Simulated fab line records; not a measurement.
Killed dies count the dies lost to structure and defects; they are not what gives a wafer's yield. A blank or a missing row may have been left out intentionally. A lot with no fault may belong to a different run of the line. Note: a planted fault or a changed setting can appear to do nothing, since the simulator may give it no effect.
2 desks looking at one fault ; flow gf180mcu ; every desk sees just its own numbers, and what lay behind them comes last

DESK OF THE TOOL OWNER: pvd-sputter-01
The tool's own readings at GF_M4_SPUTTER_00 (material Ti, target thk 37.5 nm, time 150 s): means of the sampled wafers that have a number, for each lot that ran on this tool. Any lot whose mean is over 4 standard deviations away from the usual mean is out of limits and marked OUT; that distance is given in the brackets.
Columns: A = throttle-valve-pct at GF_M4_SPUTTER_00, usual 30.1 %
lot;first seen here;A
L600;day 24 12:38;30.1
L608;day 27 03:17;30.6
This desk found nothing out of limits on any of the 2 lots.

METROLOGY DESK
Lot by lot, what the gauges showed, no matter which tool ran the lot: averages of those sampled wafers that carry a number. Any lot whose mean is over 4 standard deviations away from the usual mean is out of limits and marked OUT; that distance is given in the brackets.
Columns: A = V3_OVL at GF_V3_OVL_MEAS_15, usual -3 nm; B = V3_W_RS at GF_V3_RS_MEAS_24, usual 0.328 ohm/sq; C = V3_W_THK at GF_V3_THK_MEAS_25, usual 358 nm
lot;first seen here;A;B;C
L600;day 24 11:11;6;0.328;365
L608;day 27 01:54;7;0.329;353
L609;day 27 08:54;-9;0.329;351
L611;day 27 22:35;-6;0.334;355
L616;day 29 17:33;-4;0.329;366
This desk found nothing out of limits on any of the 5 lots.

PUT TOGETHER
The tool owner's desk saw nothing out of limits.
The metrology desk saw nothing out of limits.

WHAT HAD BEEN PUT IN BY THE SIMULATOR
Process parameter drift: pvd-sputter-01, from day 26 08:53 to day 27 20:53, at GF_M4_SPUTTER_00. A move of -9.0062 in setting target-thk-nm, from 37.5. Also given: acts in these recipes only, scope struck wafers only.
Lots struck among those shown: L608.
